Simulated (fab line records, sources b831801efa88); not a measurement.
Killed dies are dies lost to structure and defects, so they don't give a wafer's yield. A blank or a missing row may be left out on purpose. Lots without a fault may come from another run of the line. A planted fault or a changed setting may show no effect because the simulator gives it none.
A struck lot beside a sound one | flow sky130 | 35 steps out of a route of 708
Sound: wafers L404.1, L404.2, L404.5. Struck: wafers L416.2, L416.3, L416.6. The cause comes at the end.
At each step with rows: each side's tool, then ch and its chambers, then its first start. Under that, the readings that differ: sound wafers | struck wafers | difference of the means | sigmas: that difference in standard deviations of wafers without a fault.
alike: readings whose means differ by less than 2 such deviations, and words and numbers that are the same on both sides. not compared: withheld readings, readings that some wafer has no value for, bounds like >300 that may hide the same value, and numbers for which the record gives no deviation and whose values overlap.
The two part at a step that has a row with sigmas, a row that says differs or no value, or rows on one side only. Numbers that don't overlap but have no deviation are shown without sigmas and don't part them. A reading that every wafer of one side lacks parts them only if that side has two wafers or more.

first, 10 steps without rows for these wafers: SKY_POLY_CUT_ETCH_10 (etches BARC in N2/H2, stops on SiO2, time 45.9 s, target depth 60 nm); SKY_POLY_CUT_ETCH_11 (etches Si3N4 in CF4/CH2F2/Ar, stops on poly-Si, time 42.5 s, target depth 60 nm); SKY_POLY_CUT_STRIP_12 (strips in O2/N2); SKY_SD_P_DEHYDRATE_00 (time 60 s); SKY_SD_P_HMDS_01 (prime time 60 s); SKY_SD_P_COAT_02 (resist thk 1140 nm); SKY_SD_P_SOFTBAKE_03 (time 60 s); SKY_SD_P_EXPOSE_04 (exposes mask PSDM, target cd 380 nm); SKY_SD_P_PEB_05; SKY_SD_P_DEVELOP_06 (develop time 60 s).
SKY_SD_P_IMPLANT_09:
  sound on implanter-02 ch 0, day 25 05:51; struck on implanter-03 ch 0, day 29 18:10
  reading                   | sound             | struck            | difference | sigmas
  implant_ion_amu           | 49 49 49          | 11 11 11          | -38        |
  model.implant.rp_nm (nm)  | 17.66 17.66 17.66 | 65.99 65.99 65.99 | +48.33     |
  model.implant.drp_nm (nm) | 9.746 9.746 9.746 | 28.3 28.3 28.3    | +18.6      |
  alike: beam_on_s
SKY_SD_P_STRIP_10: strips in O2/N2.
  sound on plasma_asher-02 ch 0,1, day 25 06:00; struck on plasma_asher-01 ch 0,1, day 29 18:17
  reading                      | sound             | struck            | difference | sigmas
  oes_product_au (a.u.)        | 0.621 0.615 0.622 | 0.606 0.603 0.601 | -0.016     | -4
  strip_time_to_endpoint_s (s) | 17.42 17.48 17.44 | 18.13 18.16 18.16 | +0.70      | +16
  alike: drypump_motor_current_A
  not compared: rf_hours_counter_h
SKY_SD_P_TW_MEAS_11:
  sound on film_metro-04, day 25 06:06; struck on film_metro-04, day 29 18:38
  reading | sound          | struck         | difference | sigmas
  SD_P_TW | 2800 2794 2790 | 2073 2071 2067 | -724       | -30
  not compared: hold
then, 20 steps without rows for these wafers: SKY_RES_XHIGH_HMDS_01 (prime time 60 s); SKY_RES_XHIGH_COAT_02 (resist thk 1140 nm); SKY_RES_XHIGH_SOFTBAKE_03 (time 60 s); SKY_RES_XHIGH_EXPOSE_04 (exposes mask URPM, target cd 1270 nm); SKY_RES_XHIGH_PEB_05; SKY_RES_XHIGH_DEVELOP_06 (develop time 60 s); SKY_RES_XHIGH_IMPLANT_07; SKY_RES_XHIGH_STRIP_08 (strips in O2/N2); SKY_SD_N_DEHYDRATE_00 (time 60 s); SKY_SD_N_HMDS_01 (prime time 60 s); SKY_SD_N_COAT_02 (resist thk 1140 nm); SKY_SD_N_SOFTBAKE_03 (time 60 s); SKY_SD_N_EXPOSE_04 (exposes mask NSDM, target cd 380 nm); SKY_SD_N_PEB_05; SKY_SD_N_DEVELOP_06 (develop time 60 s); SKY_SD_N_IMPLANT_09; SKY_SD_N_IMPLANT_10; SKY_SD_N_STRIP_11 (strips in O2/N2); SKY_SD_N_CLEAN_13 (cleans in SC1/SC2, time 150 s); SKY_SD_N_RTA_14 (time 2 s).
-- the record jumps here: 2 days lie between the struck wafers' starts before and after --
SKY_SD_N_RS_MEAS_17: measures by four-point-probe.
  sound on film_metro-02, day 27 17:15; struck on film_metro-04, day 32 02:25
  reading          | sound             | struck         | difference | sigmas
  SD_P_RS (ohm/sq) | 147.3 146.9 146.9 | 52.1 52.1 52.1 | -94.9      | -99 or more
  not compared: hold
SKY_PAD_OPEN_PROBE_99:
  the record has rows for the sound wafers here (prober-02, day 45 14:58) and none for the struck ones

WHERE THEY PART
First at SKY_SD_P_STRIP_10; last, within this record, at SKY_PAD_OPEN_PROBE_99.

WHY: what the simulator had put in
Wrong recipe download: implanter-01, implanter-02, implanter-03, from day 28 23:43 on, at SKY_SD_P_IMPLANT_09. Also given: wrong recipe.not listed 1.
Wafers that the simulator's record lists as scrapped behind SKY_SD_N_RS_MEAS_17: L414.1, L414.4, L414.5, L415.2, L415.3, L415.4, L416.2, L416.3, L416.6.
